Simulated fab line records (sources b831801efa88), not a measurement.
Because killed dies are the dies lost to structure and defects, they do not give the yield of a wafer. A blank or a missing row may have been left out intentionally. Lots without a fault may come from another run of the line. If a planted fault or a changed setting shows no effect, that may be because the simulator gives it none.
Chamber matching :: flow sky130 :: cmp-01 running SKY_VIA1_CMP_24: 4 sister chambers
The step polishes, stops on SiO2, t overpolish 15 s, target thk 0 nm. 8 wafers are shown with their chamber, then 8 later ones without.

== WAFERS, EACH WITH ITS CHAMBER ==
wafer: L788.5
chamber: 3
motor-current-A (A): 13.0
time-to-endpoint-s (s): 66

wafer: L794.2
chamber: 1
motor-current-A (A): 12.1
time-to-endpoint-s (s): 69

wafer: L794.4
chamber: 3
motor-current-A (A): 13.5
time-to-endpoint-s (s): 66

wafer: L799.5
chamber: 1
motor-current-A (A): 12.4
time-to-endpoint-s (s): 69

wafer: L800.1
chamber: 0
motor-current-A (A): 11.8
time-to-endpoint-s (s): 67

wafer: L800.3
chamber: 2
motor-current-A (A): 11.2
time-to-endpoint-s (s): 61

wafer: L800.5
chamber: 2
motor-current-A (A): 10.7
time-to-endpoint-s (s): 62

wafer: L801.1
chamber: 0
motor-current-A (A): 11.6
time-to-endpoint-s (s): 66

== WAFERS WITH NO CHAMBER GIVEN ==
wafer: L801.2
motor-current-A (A): 10.8
time-to-endpoint-s (s): 65

wafer: L801.4
motor-current-A (A): 13.1
time-to-endpoint-s (s): 69

wafer: L803.1
motor-current-A (A): 13.0
time-to-endpoint-s (s): 64

wafer: L803.2
motor-current-A (A): 11.2
time-to-endpoint-s (s): 68

wafer: L803.6
motor-current-A (A): 13.2
time-to-endpoint-s (s): 68

wafer: L805.4
motor-current-A (A): 11.5
time-to-endpoint-s (s): 70

wafer: L805.5
motor-current-A (A): 11.0
time-to-endpoint-s (s): 65

wafer: L805.6
motor-current-A (A): 11.7
time-to-endpoint-s (s): 71

== EACH ONE'S CHAMBER ==
wafer: L801.2
from the rows above: 0
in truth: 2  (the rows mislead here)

wafer: L801.4
from the rows above: 1
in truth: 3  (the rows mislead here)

wafer: L803.1
from the rows above: 3
in truth: 3

wafer: L803.2
from the rows above: can't be placed: 0 or 1
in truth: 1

wafer: L803.6
from the rows above: can't be placed: 1 or 3
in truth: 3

wafer: L805.4
from the rows above: 1
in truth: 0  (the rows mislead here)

wafer: L805.5
from the rows above: 0
in truth: 0

wafer: L805.6
from the rows above: 1
in truth: 1
3 of 8 placed correctly. Not placeable from these rows: 2 (in 2, the candidates include the true chamber). 3 placed wrongly.
How it was worked out, from the rows above alone: a wafer's distance from a chamber is the root of the sum, over the readings, of the square of ((its reading less the chamber's mean) divided by the reading's scatter). If the next closest chamber is less than 2 further off than the closest, the wafer can't be placed; otherwise it belongs to the closest. A chamber's mean is the mean of its shown wafers. How the scatter is found: for the shown wafers, subtract from each reading the mean of its chamber, square and add these, divide the total by (wafers less chambers), then take the root.
